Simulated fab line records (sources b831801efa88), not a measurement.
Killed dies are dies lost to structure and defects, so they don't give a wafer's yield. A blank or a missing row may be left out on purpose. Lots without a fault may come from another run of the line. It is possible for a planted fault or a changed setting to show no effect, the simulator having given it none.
Comparing a struck lot with a sound one + flow sfq line + 13 out of 325 route steps
Sound: these wafers, L564.4, L564.5, L564.6. The struck wafers were L580.1, L580.4, L580.6. Last of all comes the cause.
For every step that has rows: the tool of each side, followed by ch and its chambers, followed by its first start. Under that, the readings that differ: sound wafers + struck wafers + difference of the means + sigmas: that difference in standard deviations of wafers without a fault.
alike: words and numbers the same on both sides, and readings whose means are apart by under 2 such deviations; not compared: readings that were withheld, readings missing a value for some wafer, numbers with overlapping values and no deviation given by the record, and bounds like >300 which may hide the same value.
Wherever a step has rows on one side only, a row that says differs or no value, or a row with sigmas, the two part there. Non-overlapping numbers with no deviation appear without sigmas and do not part them. A reading missing from all wafers of one side parts the sides only when that side holds two or more wafers.

SFQ_C5_OVL_MEAS_937:
  sound on overlay-01 at day 63 12:03; struck on overlay-01 at day 67 09:38
  alike: C5_OVL
SFQ_TRILAYER_C5_BARC_OPEN_VIA_ETCH_210: etches BARC in O2, target depth 125 nm, time 41.7 s.
  sound on rie diel-01 ch 0,3, day 63 12:04; struck on rie diel-01 ch 1,2, day 67 09:40
  alike: chamber pressure mTorr, drypump motor current A, oes product au
  not compared: rf hours counter h
SFQ_TRILAYER_C5_ETCH_VIA_ETCH_154: etches SiO2 in CHF3, stops on Nb, target depth 84 nm.
  sound on rie diel-01 ch 0,3, day 63 12:06; struck on rie diel-01 ch 1,2, day 67 09:43
  alike: chamber pressure mTorr, drypump motor current A, oes product au
SFQ_TRILAYER_C5_STRIP_STRIP_155: strips in O2.
  sound on rie metal-03 ch 0,1, day 63 12:21; struck on rie metal-04 ch 0,1, day 67 09:45
  alike: chamber pressure mTorr, drypump motor current A, oes product au
  not compared: rf hours counter h
then, 2 steps without rows for these wafers: SFQ_TRILAYER_C5_STRIP_SOLV_CLEAN_156 (cleans in NMP, time 600 s); SFQ_TRILAYER_M6_DEP_PRE_CLEAN_158 (time 22.5 s).
SFQ_TRILAYER_M6_DEP_SPUTTER_157: material Nb, target thk 200 nm, time 133.3 s.
  sound on pvd sputter-05 at day 63 12:58; struck on pvd sputter-06 at day 67 10:34
  alike: throttle valve pct
SFQ_M6_RS_MEAS_938: uses a four-point probe to measure.
  sound on film metro-01 at day 63 13:07; struck on film metro-04 at day 67 10:39
  alike: M6_NB_RS
then, 3 steps without rows for these wafers: SFQ_TRILAYER_M6_LITHO_COAT_164 (resist thk 62 nm); SFQ_TRILAYER_M6_LITHO_COAT_159 (resist thk 600 nm); SFQ_TRILAYER_M6_LITHO_SOFTBAKE_163.
-- the record jumps here: 5 days lie between the struck wafers' starts before and after --
SFQ_TRILAYER_M6_LITHO_EXPOSE_160: exposes mask M6, target cd 500 nm.
  sound on krf scanner-01 ch 0, day 63 14:44; struck on krf scanner-01, day 72 02:28
  no value came back on the struck wafers for any of 5 readings (exposure dose mJ cm2, focus offset nm (nm) and others); on the sound wafers exposure dose mJ cm2 reads 14.391 14.400 14.398
  alike: mask
then, 1 step without rows for these wafers: SFQ_TRILAYER_M6_LITHO_PEB_162 (peb time 60 s).

## WHERE THEY PART
Within this record, at SFQ_TRILAYER_M6_LITHO_EXPOSE_160 only.

WHY: what had been put in by the simulator
Step skipped in full: krf scanner-01, at SFQ_TRILAYER_M6_LITHO_EXPOSE_160, from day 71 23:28 onward. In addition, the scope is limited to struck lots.
